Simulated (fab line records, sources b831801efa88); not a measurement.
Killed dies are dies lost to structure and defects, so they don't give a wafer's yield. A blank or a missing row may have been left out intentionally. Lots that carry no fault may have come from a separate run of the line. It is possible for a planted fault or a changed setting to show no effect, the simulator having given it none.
Which tool is to blame? :: flow sky130 :: Sampling: 12 lots, 36 wafers, 4 of 708 route steps

WHAT EACH GAUGE READ, for each wafer
SKY_CAP2M_THK_MEAS_04: measures by xrf.
lot: L246
measured: day 39 00:09
on: filmMetro-03
CAP2M_TIN_THK (nm): 204.5 203.7 204.2

lot: L247
measured: day 39 20:27
on: filmMetro-03
CAP2M_TIN_THK (nm): 204.1 203.9 206.2

lot: L249
measured: day 40 06:07
on: filmMetro-02
CAP2M_TIN_THK (nm): 201.0 198.5 199.2

lot: L253
measured: day 42 00:32
on: filmMetro-01
CAP2M_TIN_THK (nm): 202.0 204.8 202.1

lot: L254
measured: day 42 00:40
on: filmMetro-03
CAP2M_TIN_THK (nm): 202.5 204.8 203.2

lot: L255
measured: day 42 09:11
on: filmMetro-01
CAP2M_TIN_THK (nm): 202.2 203.6 202.6

lot: L257
measured: day 42 14:29
on: filmMetro-03
CAP2M_TIN_THK (nm): 202.6 202.3 201.9

lot: L261
measured: day 45 00:44
on: filmMetro-01
CAP2M_TIN_THK (nm): 199.9 200.6 200.4

lot: L265
measured: day 45 02:23
on: filmMetro-03
CAP2M_TIN_THK (nm): 203.2 204.3 203.4

lot: L266
measured: day 45 19:04
on: filmMetro-02
CAP2M_TIN_THK (nm): 200.5 202.0 200.2

lot: L269
measured: day 46 00:55
on: filmMetro-03
CAP2M_TIN_THK (nm): 207.2 208.1 208.3

lot: L267
measured: day 46 01:55
on: filmMetro-01
CAP2M_TIN_THK (nm): 203.1 201.8 201.5

EACH LOT AND THE TOOL THAT RAN IT (in order: tool; ch and the chambers of the sampled wafers; start)
lot: L246
SKY_VIA3_CMP_02: cmp-01 ch 1,2, day 37 21:31
SKY_METAL4_SPUTTER_03: pvdSputter-03, day 38 23:46
SKY_CAP2M_SPUTTER_02: pvdSputter-02, day 38 23:55

lot: L247
SKY_VIA3_CMP_02: cmp-01 ch 2,3, day 38 16:47
SKY_METAL4_SPUTTER_03: pvdSputter-01, day 39 20:04
SKY_CAP2M_SPUTTER_02: pvdSputter-04, day 39 20:13

lot: L249
SKY_VIA3_CMP_02: cmp-01 ch 0,2,3, day 39 03:32
SKY_METAL4_SPUTTER_03: pvdSputter-01, day 40 05:44
SKY_CAP2M_SPUTTER_02: pvdSputter-04, day 40 05:53

lot: L253
SKY_VIA3_CMP_02: cmp-01 ch 0,1, day 40 20:30
SKY_METAL4_SPUTTER_03: pvdSputter-02, day 42 00:09
SKY_CAP2M_SPUTTER_02: pvdSputter-04, day 42 00:18

lot: L254
SKY_VIA3_CMP_02: cmp-01 ch 0,1,2, day 40 21:19
SKY_METAL4_SPUTTER_03: pvdSputter-01, day 42 00:14
SKY_CAP2M_SPUTTER_02: pvdSputter-02, day 42 00:23

lot: L255
SKY_VIA3_CMP_02: cmp-02 ch 0,1, day 41 06:49
SKY_METAL4_SPUTTER_03: pvdSputter-01, day 42 08:47
SKY_CAP2M_SPUTTER_02: pvdSputter-02, day 42 08:56

lot: L257
SKY_VIA3_CMP_02: cmp-02 ch 0,2,3, day 41 13:26
SKY_METAL4_SPUTTER_03: pvdSputter-01, day 42 14:05
SKY_CAP2M_SPUTTER_02: pvdSputter-04, day 42 14:15

lot: L261
SKY_VIA3_CMP_02: cmp-01 ch 0,3, day 44 00:59
SKY_METAL4_SPUTTER_03: pvdSputter-02, day 45 00:20
SKY_CAP2M_SPUTTER_02: pvdSputter-01, day 45 00:29

lot: L265
SKY_VIA3_CMP_02: cmp-01 ch 0,2, day 44 01:53
SKY_METAL4_SPUTTER_03: pvdSputter-03, day 45 01:59
SKY_CAP2M_SPUTTER_02: pvdSputter-02, day 45 02:08

lot: L266
SKY_VIA3_CMP_02: cmp-01 ch 0,1,3, day 44 19:40
SKY_METAL4_SPUTTER_03: pvdSputter-02, day 45 18:41
SKY_CAP2M_SPUTTER_02: pvdSputter-01, day 45 18:50

lot: L269
SKY_VIA3_CMP_02: cmp-01 ch 1,2,3, day 45 02:35
SKY_METAL4_SPUTTER_03: pvdSputter-03, day 46 00:32
SKY_CAP2M_SPUTTER_02: pvdSputter-01, day 46 00:41

lot: L267
SKY_VIA3_CMP_02: cmp-01 ch 1,2,3, day 45 02:47
SKY_METAL4_SPUTTER_03: pvdSputter-01, day 46 01:32
SKY_CAP2M_SPUTTER_02: pvdSputter-04, day 46 01:41
- SKY_VIA3_CMP_02: polishes SiO2.
- SKY_METAL4_SPUTTER_03: material Ti, target thk 5 nm, time 3.3 s.
- SKY_CAP2M_SPUTTER_02: material TiN, target thk 200 nm, time 166.7 s.

WHAT THE TOOLS THEMSELVES READ (means of the sampled wafers that have a number; where no wafer has one, the mark that the record gives instead)
SKY_VIA3_CMP_02.
lot: L246
tool: cmp-01
motorCurrentA (A): 10.9

lot: L247
tool: cmp-01
motorCurrentA (A): 11.6

lot: L249
tool: cmp-01
motorCurrentA (A): 11.7

lot: L253
tool: cmp-01
motorCurrentA (A): 12.6

lot: L254
tool: cmp-01
motorCurrentA (A): 12.0

lot: L255
tool: cmp-02
motorCurrentA (A): 11.2

lot: L257
tool: cmp-02
motorCurrentA (A): 11.5

lot: L261
tool: cmp-01
motorCurrentA (A): 12.0

lot: L265
tool: cmp-01
motorCurrentA (A): 11.6

lot: L266
tool: cmp-01
motorCurrentA (A): 12.3

lot: L269
tool: cmp-01
motorCurrentA (A): 11.4

lot: L267
tool: cmp-01
motorCurrentA (A): 11.4

SKY_METAL4_SPUTTER_03.
lot: L246
tool: pvdSputter-03
cathodeDcPowerW (W): 3000.2
chamberPressurePa (Pa): 0.3994
throttleValvePct (%): 28.8

lot: L247
tool: pvdSputter-01
cathodeDcPowerW (W): 3000.1
chamberPressurePa (Pa): 0.3996
throttleValvePct (%): 29.5

lot: L249
tool: pvdSputter-01
cathodeDcPowerW (W): 3000.8
chamberPressurePa (Pa): 0.4006
throttleValvePct (%): 29.8

lot: L253
tool: pvdSputter-02
cathodeDcPowerW (W): 2999.7
chamberPressurePa (Pa): 0.3991
throttleValvePct (%): 30.9

lot: L254
tool: pvdSputter-01
cathodeDcPowerW (W): 3000.0
chamberPressurePa (Pa): 0.3497
throttleValvePct (%): 31.8

lot: L255
tool: pvdSputter-01
cathodeDcPowerW (W): 3000.0
chamberPressurePa (Pa): 0.3495
throttleValvePct (%): 31.1

lot: L257
tool: pvdSputter-01
cathodeDcPowerW (W): 3000.1
chamberPressurePa (Pa): 0.3513
throttleValvePct (%): 31.5

lot: L261
tool: pvdSputter-02
cathodeDcPowerW (W): 3000.4
chamberPressurePa (Pa): 0.4003
throttleValvePct (%): 30.8

lot: L265
tool: pvdSputter-03
cathodeDcPowerW (W): 3000.1
chamberPressurePa (Pa): 0.4000
throttleValvePct (%): 29.1

lot: L266
tool: pvdSputter-02
cathodeDcPowerW (W): 3000.1
chamberPressurePa (Pa): 0.4002
throttleValvePct (%): 30.0

lot: L269
tool: pvdSputter-03
cathodeDcPowerW (W): 3000.5
chamberPressurePa (Pa): 0.4001
throttleValvePct (%): 29.1

lot: L267
tool: pvdSputter-01
cathodeDcPowerW (W): 3000.2
chamberPressurePa (Pa): 0.4003
throttleValvePct (%): 30.0

SKY_CAP2M_SPUTTER_02.
lot: L246
tool: pvdSputter-02
cathodeDcPowerW (W): 6499.3
chamberPressurePa (Pa): 0.4002
throttleValvePct (%): 29.9

lot: L247
tool: pvdSputter-04
cathodeDcPowerW (W): 6500.1
chamberPressurePa (Pa): 0.3999
throttleValvePct (%): 29.1

lot: L249
tool: pvdSputter-04
cathodeDcPowerW (W): 6499.7
chamberPressurePa (Pa): 0.3992
throttleValvePct (%): 29.1

lot: L253
tool: pvdSputter-04
cathodeDcPowerW (W): 6500.9
chamberPressurePa (Pa): 0.3997
throttleValvePct (%): 29.9

lot: L254
tool: pvdSputter-02
cathodeDcPowerW (W): 6500.8
chamberPressurePa (Pa): 0.4009
throttleValvePct (%): 30.8

lot: L255
tool: pvdSputter-02
cathodeDcPowerW (W): 6499.4
chamberPressurePa (Pa): 0.4002
throttleValvePct (%): 30.8

lot: L257
tool: pvdSputter-04
cathodeDcPowerW (W): 6498.8
chamberPressurePa (Pa): 0.4003
throttleValvePct (%): 29.2

lot: L261
tool: pvdSputter-01
cathodeDcPowerW (W): 6500.2
chamberPressurePa (Pa): 0.3998
throttleValvePct (%): 29.8

lot: L265
tool: pvdSputter-02
cathodeDcPowerW (W): 6499.6
chamberPressurePa (Pa): 0.4004
throttleValvePct (%): 30.1

lot: L266
tool: pvdSputter-01
cathodeDcPowerW (W): 6499.4
chamberPressurePa (Pa): 0.4002
throttleValvePct (%): 30.2

lot: L269
tool: pvdSputter-01
cathodeDcPowerW (W): 6499.3
chamberPressurePa (Pa): 0.4001
throttleValvePct (%): 29.5

lot: L267
tool: pvdSputter-04
cathodeDcPowerW (W): 6498.6
chamberPressurePa (Pa): 0.4002
throttleValvePct (%): 29.7

THE ANSWER, worked out from the rows above alone
Rule: the lots themselves supply what counts as usual. The widest of any qualifying gaps counts: lots, ordered by their means at a reading, are off when they make up no more than a third of the lots, leave a main group of 4 or more, and stand apart from it by 3 or more times the standard deviation of that group's means. The tables above print the reading to a certain number of digits; a main group whose means all agree to those digits is not used. A lot without any number at a reading at which 4 lots or more have one is off too. Any other lot the step has rows for is counted as sound. Order of review: gauges by route order, followed by the tools' own readings, for which a lot's mean as printed above is used. The first step at which some lot is off is used, and at that step the reading that is off furthest; a lot without a number counts as furthest.
Off, at SKY_METAL4_SPUTTER_03 on chamberPressurePa: L254, L255, L257. For the main group the mean is 0.4000 Pa and the standard deviation 0.00046.
If a tool, at that step or one of the process steps before it, ran each lot that is off and ran no sound lot following the first of them, it fits. Not one of the candidates tried fits.

WHAT THE SIMULATOR HAD PUT IN
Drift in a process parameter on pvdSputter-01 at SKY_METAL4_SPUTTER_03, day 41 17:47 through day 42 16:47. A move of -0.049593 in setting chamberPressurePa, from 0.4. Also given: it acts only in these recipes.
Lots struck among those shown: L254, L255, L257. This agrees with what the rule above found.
